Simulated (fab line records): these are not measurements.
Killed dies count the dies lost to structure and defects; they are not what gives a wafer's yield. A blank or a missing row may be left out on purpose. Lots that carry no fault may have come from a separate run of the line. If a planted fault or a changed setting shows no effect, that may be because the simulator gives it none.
A single fault, viewed from 2 desks    flow sky130    what lay behind the numbers comes last; until then each desk has only its own

## FROM THE METROLOGY DESK
Lot by lot, what the gauges showed, no matter which tool ran the lot: averages of those sampled wafers that carry a number. Marked OUT: a lot whose mean sits more than 4 standard deviations from the usual mean, which makes it out of limits; the brackets give that distance.
Columns: A = VIA2_OVL at SKY_VIA2_OVL_MEAS_13, usual 2 nm; B = VIA2_W_THK at SKY_VIA2_THK_MEAS_23, usual 421 nm; C = CAPM_CVD_00_THK at SKY_CAPM_THK_MEAS_01, usual 15.47 nm
lot   first seen here  A   B    C
L819  day 36 12:22     6   427  15.45
L820  day 36 20:49     -0  424  15.39
L821  day 37 04:04     2   420  15.35
L822  day 37 17:02     7   423  15.14
L824  day 38 01:07     -0  422  15.25
L828  day 39 02:08     5   416  15.17
L830  day 39 21:40     -2  426  15.58
L838  day 42 05:50     6   415  15.46
L837  day 42 06:11     5   423  15.87
L839  day 42 08:01     1   412  15.64
L840  day 42 08:14     1   418  15.29
L841  day 42 17:31     6   417  15.71
L842  day 43 01:47     -0  410  15.31
Result from this desk: across the 13 lots, nothing is out of limits.

## DESK OF THE TOOL OWNER: litho-track-04
The tool's own readings at SKY_VIA2_SOFTBAKE_08 (time 90 s): means of the sampled wafers that have a number, for each lot that ran on this tool. Marked OUT: a lot whose mean sits more than 4 standard deviations from the usual mean, which makes it out of limits; the brackets give that distance.
Columns: A = exhaust-pa at SKY_VIA2_SOFTBAKE_08, usual 44.9 Pa; B = heater-power-total-W at SKY_VIA2_SOFTBAKE_08, usual 57.36 W; C = plate-temp-C at SKY_VIA2_SOFTBAKE_08, usual 100.01 C; D = run-length-s at SKY_VIA2_SOFTBAKE_08, usual 119.08 s
lot   first seen here  A     B                 C       D
L819  day 35 23:00     44.4  57.34             100.11  119.02
L820  day 36 08:00     45.4  57.27             100.06  119.02
L822  day 37 03:00     46.6  57.27             100.01  119.07
L824  day 37 12:00     44.5  57.32             99.99   119.13
L828  day 38 13:00     44.7  57.82 (+4.2) OUT  99.97   117.00 (-17) OUT
L830  day 39 08:00     45.6  57.47             100.11  118.05 (-8.6) OUT
L837  day 41 17:00     45.3  57.48             100.07  119.00
L840  day 41 19:00     44.6  57.42             99.87   119.13
L841  day 42 06:00     45.0  57.41             100.18  119.11
L842  day 42 14:00     44.7  57.41             100.13  119.09
This desk's finding: out of limits on L828, L830; first on L828, day 38 13:00 (heater-power-total-W at SKY_VIA2_SOFTBAKE_08). L819, L820, L822, L824, L837, L840, L841, L842: within limits.

## PUT TOGETHER
On L828, L830, at day 38 13:00, an alarm was possible from the tool owner's desk.
Nothing out of limits was seen by the metrology desk.
The metrology desk holds a record of L828, L830, inside its limits.
All the named lots went through SKY_VIA2_SOFTBAKE_08 on litho-track-04.

## WHAT HAD BEEN PUT IN BY THE SIMULATOR
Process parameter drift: litho-track-04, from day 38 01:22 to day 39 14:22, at SKY_VIA2_SOFTBAKE_08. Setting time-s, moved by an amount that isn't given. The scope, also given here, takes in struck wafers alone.
Lots struck among those shown: L828, L830.
How many hours passed from the start of the fault until each desk's first out-of-limits reading: the tool owner's desk, 12.
